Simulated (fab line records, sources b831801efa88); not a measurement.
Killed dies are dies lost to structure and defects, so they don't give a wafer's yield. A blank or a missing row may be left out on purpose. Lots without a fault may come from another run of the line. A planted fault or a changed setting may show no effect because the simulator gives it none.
Which tool did it? | flow sky130 | 6 lots, 18 wafers sampled, at 2 steps of a route of 708

WHAT THE GAUGES READ, wafer by wafer
SKY_LDD_HVP_TW_MEAS_10.
lot  | measured     | on            | LDD_HVP_TW
L344 | day 23 18:32 | film_metro-01 | 448.7 449.5 449.3
L346 | day 24 05:06 | film_metro-03 | 457.3 457.3 456.6
L348 | day 24 10:00 | film_metro-02 | 452.8 454.7 452.5
L352 | day 25 09:54 | film_metro-02 | 451.9 451.7 450.7
L362 | day 28 16:53 | film_metro-01 | 453.5 454.4 452.5
L364 | day 29 09:40 | film_metro-01 | 472.7 471.2 472.9

WHICH TOOL RAN EACH LOT (tool, then ch and the chambers of the sampled wafers, then the start)
lot  | SKY_LDD_HVP_IMPLANT_08
L344 | implanter-04 ch 0, day 23 18:17
L346 | implanter-03 ch 0, day 24 04:53
L348 | implanter-03 ch 0, day 24 09:47
L352 | implanter-04 ch 0, day 25 09:41
L362 | implanter-04 ch 0, day 28 16:38
L364 | implanter-04 ch 0, day 29 09:25
- SKY_LDD_HVP_IMPLANT_08

THE ANSWER, worked out from the rows above alone
Rule: what is usual is taken from the lots themselves. Put in order of their means at a reading, lots are off if they are a third of the lots or fewer, leave a main group of 4 or more, and stand apart from it by a gap of 3 or more times the standard deviation of the main group's means; of several such gaps the widest counts. A main group whose means are all the same, to the digits that the tables above print for the reading, isn't used. A lot without any number at a reading at which 4 lots or more have one is off too. The other lots that the step has rows for count as sound.
Off: L364, at SKY_LDD_HVP_TW_MEAS_10 (LDD_HVP_TW). The main group: mean 452.9, standard deviation 2.6.
A tool fits if, at a process step before that reading, it ran every lot that is off, and no sound lot after the first of them. The gauges at SKY_LDD_HVP_TW_MEAS_10 are tried like those tools. Can't be told from this: 2 tools fit, implanter-04 at SKY_LDD_HVP_IMPLANT_08, film_metro-01 at SKY_LDD_HVP_TW_MEAS_10.

WHAT THE SIMULATOR HAD PUT IN
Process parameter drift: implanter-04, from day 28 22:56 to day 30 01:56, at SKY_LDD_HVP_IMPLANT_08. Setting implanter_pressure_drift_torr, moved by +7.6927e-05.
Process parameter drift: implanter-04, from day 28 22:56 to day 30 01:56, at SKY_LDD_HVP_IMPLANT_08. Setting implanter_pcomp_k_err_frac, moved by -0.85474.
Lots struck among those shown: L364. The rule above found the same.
